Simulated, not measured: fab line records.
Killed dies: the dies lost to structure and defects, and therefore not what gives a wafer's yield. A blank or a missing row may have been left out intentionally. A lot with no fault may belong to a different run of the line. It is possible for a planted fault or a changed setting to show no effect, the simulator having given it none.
Struck lot and sound lot, side by side -- flow gf180mcu -- 14 out of 602 route steps
Sound: wafers L989.1, L989.2, L989.4. The struck wafers were L105.2, L105.3, L105.6. The cause comes at the end.
At each step with rows: each side's tool, then ch and its chambers, then its first start. Under that, the readings that differ: sound wafers -- struck wafers -- difference of the means -- sigmas: that difference in standard deviations of wafers without a fault.
alike: a reading whose means differ by less than 2 such deviations, as well as words and numbers matching on both sides. not compared: withheld readings; readings where some wafer has no value; bounds like >300 that might hide an equal value; numbers whose values overlap and for which the record gives no deviation.
A row with sigmas, a row that says differs or no value, or rows on one side alone: a step with any of these is where the two part. When numbers do not overlap yet have no deviation, they are printed without sigmas and do not part them. Lack of a reading on every wafer of one side parts them only where that side has two or more wafers.

first, 6 steps without rows for these wafers: GF_DNWELL_COAT_02 (resist thk 3000 nm); GF_DNWELL_SOFTBAKE_03; GF_DNWELL_EXPOSE_04 (exposes mask DNWELL, target cd 1700 nm); GF_DNWELL_PEB_05; GF_DNWELL_DEVELOP_06 (develop time 60 s); GF_DNWELL_IMPLANT_07.
GF_DNWELL_STRIP_08: strips in O2/N2.
  sound on plasma_asher-04 ch 0,1, day 3 15:20; struck on plasma_asher-01 ch 0,1, day 7 09:44
  alike: drypump_motor_current_A, heater_power_w, oes_product_au, strip_time_to_endpoint_s
  not compared: rf_hours_counter_h
GF_DNWELL_TW_MEAS_09:
  struck on film_metro-04, day 7 09:50; sound on film_metro-02, day 3 15:26
  alike: DNWELL_TW
then, 4 steps without rows for these wafers: GF_NWELL_DEHYDRATE_00 (time 60 s); GF_NWELL_HMDS_01 (prime time 60 s); GF_NWELL_COAT_02 (resist thk 3000 nm); GF_NWELL_SOFTBAKE_03.
GF_NWELL_EXPOSE_04: exposes mask Nwell, target cd 860 nm.
  sound on iline_stepper-02 ch 0, day 3 22:07; struck on iline_stepper-02, day 7 17:37
  no value came back on the struck wafers for exposure_dose_mJ_cm2, focus_offset_nm (nm); on the sound wafers exposure_dose_mJ_cm2 reads 260.15 259.97 260.13
  alike: mask
then, 1 step without rows for these wafers: GF_NWELL_PEB_05.

WHERE THEY PART
Only at GF_NWELL_EXPOSE_04, within this record.

WHY: what had been put in by the simulator
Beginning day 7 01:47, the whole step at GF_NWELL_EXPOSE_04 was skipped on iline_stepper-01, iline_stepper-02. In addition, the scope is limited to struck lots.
